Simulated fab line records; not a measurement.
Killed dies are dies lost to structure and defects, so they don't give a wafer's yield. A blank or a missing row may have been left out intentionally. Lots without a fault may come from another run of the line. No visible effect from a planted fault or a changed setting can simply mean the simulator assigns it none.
Matching of chambers | flow gf180mcu | GF_STI_ETCH_13 on rie diel-02: 4 sister chambers
The step etches the open film in CHF3/O2, stops on Si, target depth 282.31 nm, time 112.9 s. 4 wafers are shown with their chamber, then 8 later ones without.

== WAFERS WITH THEIR CHAMBER ==
wafer  | chamber | drypump motor current A (A)
L774.2 | 1       | 6.6
L775.6 | 2       | 5.8
L776.6 | 3       | 6.0
L780.2 | 0       | 5.7

== WAFERS MISSING THEIR CHAMBER ==
wafer  | drypump motor current A (A)
L780.4 | 6.1
L780.5 | 6.0
L782.2 | 6.0
L782.3 | 6.6
L782.4 | 5.8
L783.1 | 5.8
L783.4 | 6.7
L783.5 | 6.0

== WHICH CHAMBER EACH WENT THROUGH ==
wafer  | from the rows above     | in truth
L780.4 | 3                       | 3
L780.5 | 3                       | 3
L782.2 | 3                       | 3
L782.3 | 1                       | 1
L782.4 | can't be placed: 2 or 0 | 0
L783.1 | can't be placed: 2 or 0 | 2
L783.4 | 1                       | 1
L783.5 | 3                       | 3
Placed correctly: 6 of 8. Cannot be placed on the basis of these rows: 2; the candidates contain the true chamber in 2. 0 placed wrongly.
How it was worked out, from the rows above alone: a wafer's distance from a chamber is the root of the sum, over the readings, of the square of ((its reading less the chamber's mean) divided by the reading's scatter). The wafer belongs to the nearest chamber; if the next one is less than 2 further off, it can't be placed. For every chamber, the mean is computed from those of its wafers that are shown. The scatter (one wafer shown for each chamber): square how far every hidden wafer sits from the nearest shown wafer, average those squares and take the square root.
